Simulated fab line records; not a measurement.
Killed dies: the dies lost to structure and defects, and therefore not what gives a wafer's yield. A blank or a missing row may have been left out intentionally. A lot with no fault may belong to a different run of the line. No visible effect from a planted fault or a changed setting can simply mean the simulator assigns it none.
Comparing a struck lot with a sound one | flow gf180mcu | 16 steps out of a route of 602
Sound: these wafers, L719.1, L719.2, L719.6. The struck wafers were L712.2, L712.4, L712.6. At the end, the cause is stated.
For every step that has rows: the tool of each side, followed by ch and its chambers, followed by its first start. Under that, the readings that differ: sound wafers | struck wafers | difference of the means | sigmas: that difference in standard deviations of wafers without a fault.
alike: same words and numbers on both sides, and readings whose means sit less than 2 such deviations apart. not compared: any withheld reading, any reading some wafer has no value for, any bound like >300 that may hide the same value, and any number with overlapping values for which the record gives no deviation.
The two part at a step that has a row with sigmas, a row that says differs or no value, or rows on one side only. When numbers do not overlap yet have no deviation, they are printed without sigmas and do not part them. Lack of a reading on every wafer of one side parts them only where that side has two or more wafers.

first, 2 steps without rows for these wafers: GF_MVSD_IMPLANT_08; GF_MVSD_IMPLANT_09.
GF_MVSD_STRIP_10: strips in O2/N2.
  sound on plasma-asher-01 ch 0,1, day 8 11:23; struck on plasma-asher-04 ch 0,1, day 6 22:59
  alike: drypump-motor-current-A, heater-power-w, oes-product-au, strip-time-to-endpoint-s
  not compared: rf-hours-counter-h
GF_MVSD_TW_MEAS_11:
  sound: film-metro-02 at day 8 11:29; struck: film-metro-02 at day 6 23:06
  alike: MVSD_TW
then, 7 steps without rows for these wafers: GF_MVPSD_DEHYDRATE_00 (time 60 s); GF_MVPSD_HMDS_01 (prime time 60 s); GF_MVPSD_COAT_02 (resist thk 3000 nm); GF_MVPSD_SOFTBAKE_03; GF_MVPSD_EXPOSE_04 (exposes mask MVPSD, target cd 1000 nm); GF_MVPSD_PEB_05; GF_MVPSD_DEVELOP_06 (develop time 60 s).
GF_MVPSD_OVL_MEAS_07:
  sound: overlay-01 at day 9 03:29; struck: overlay-01 at day 7 14:42
  reading        | sound          | struck      | difference | sigmas
  MVPSD_OVL (nm) | -2.3 -0.8 -1.0 | 2.5 3.2 0.7 | +3.5       | +3
GF_MVPSD_IMPLANT_08:
  struck on implanter-04, day 7 14:45; sound on implanter-02 ch 0, day 9 03:32
  no value came back on the struck wafers for beam-energy-keV, beam-on-s (s); on the sound wafers beam-energy-keV reads 170.07 170.10 170.02
following that, these wafers have no rows for 1 step: GF_MVPSD_IMPLANT_09.
GF_MVPSD_STRIP_10: strips in O2/N2.
  sound on plasma-asher-04 ch 0,1, day 9 03:50; struck on plasma-asher-02 ch 0,1, day 7 15:02
  alike: drypump-motor-current-A, heater-power-w, oes-product-au, strip-time-to-endpoint-s
  not compared: rf-hours-counter-h
GF_MVPSD_TW_MEAS_11:
  sound: film-metro-01 at day 9 03:56; struck: film-metro-01 at day 7 15:28
  reading  | sound       | struck      | difference | sigmas
  MVPSD_TW | 556 554 558 | 324 323 323 | -233       | -53
  not compared: hold

== WHERE THEY PART ==
Last at GF_MVPSD_TW_MEAS_11 as far as this record goes, first at GF_MVPSD_OVL_MEAS_07.

WHY: the cause the simulator had injected
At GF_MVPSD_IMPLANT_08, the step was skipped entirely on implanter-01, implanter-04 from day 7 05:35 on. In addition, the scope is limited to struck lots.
